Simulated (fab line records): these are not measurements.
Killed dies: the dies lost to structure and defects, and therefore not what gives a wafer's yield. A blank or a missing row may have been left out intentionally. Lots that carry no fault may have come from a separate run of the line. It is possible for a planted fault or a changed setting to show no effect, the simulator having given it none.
Chamber matching | flow gf180mcu | cmp-02 running GF_STI_CMP_25: 4 sister chambers
The step polishes, stops on Si3N4, t overpolish 33 s, target thk 524.6 nm. 4 wafers are shown with their chamber, then 7 later ones without.

## WAFERS, EACH WITH ITS CHAMBER
wafer  | chamber | motorCurrentA (A)
L786.4 | 2       | 12.2
L786.5 | 0       | 11.2
L789.2 | 3       | 12.4
L789.4 | 1       | 12.4

## WAFERS WITH NO CHAMBER GIVEN
wafer  | motorCurrentA (A)
L789.5 | 12.4
L791.2 | 12.3
L791.5 | 12.3
L791.6 | 10.9
L797.2 | 12.7
L797.3 | 13.0
L797.5 | 12.4

## WHICH CHAMBER EACH ONE RAN IN
wafer  | from the rows above          | in truth
L789.5 | can't be placed: 1 or 3 or 2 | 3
L791.2 | can't be placed: 1 or 3 or 2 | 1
L791.5 | can't be placed: 1 or 3 or 2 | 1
L791.6 | 0                            | 0
L797.2 | can't be placed: 1 or 3 or 2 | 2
L797.3 | can't be placed: 1 or 3 or 2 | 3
L797.5 | can't be placed: 1 or 3 or 2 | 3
Placed correctly: 1 of 7. Not placeable from these rows: 6 (in 6, the candidates include the true chamber). Placed wrongly: 0.
How it was worked out, from the rows above alone: a wafer's distance from a chamber is the root of the sum, over the readings, of the square of ((its reading less the chamber's mean) divided by the reading's scatter). If the next closest chamber is less than 2 further off than the closest, the wafer can't be placed; otherwise it belongs to the closest. For every chamber, the mean is computed from those of its wafers that are shown. The scatter (one wafer shown for each chamber): square how far every hidden wafer sits from the nearest shown wafer, average those squares and take the square root.
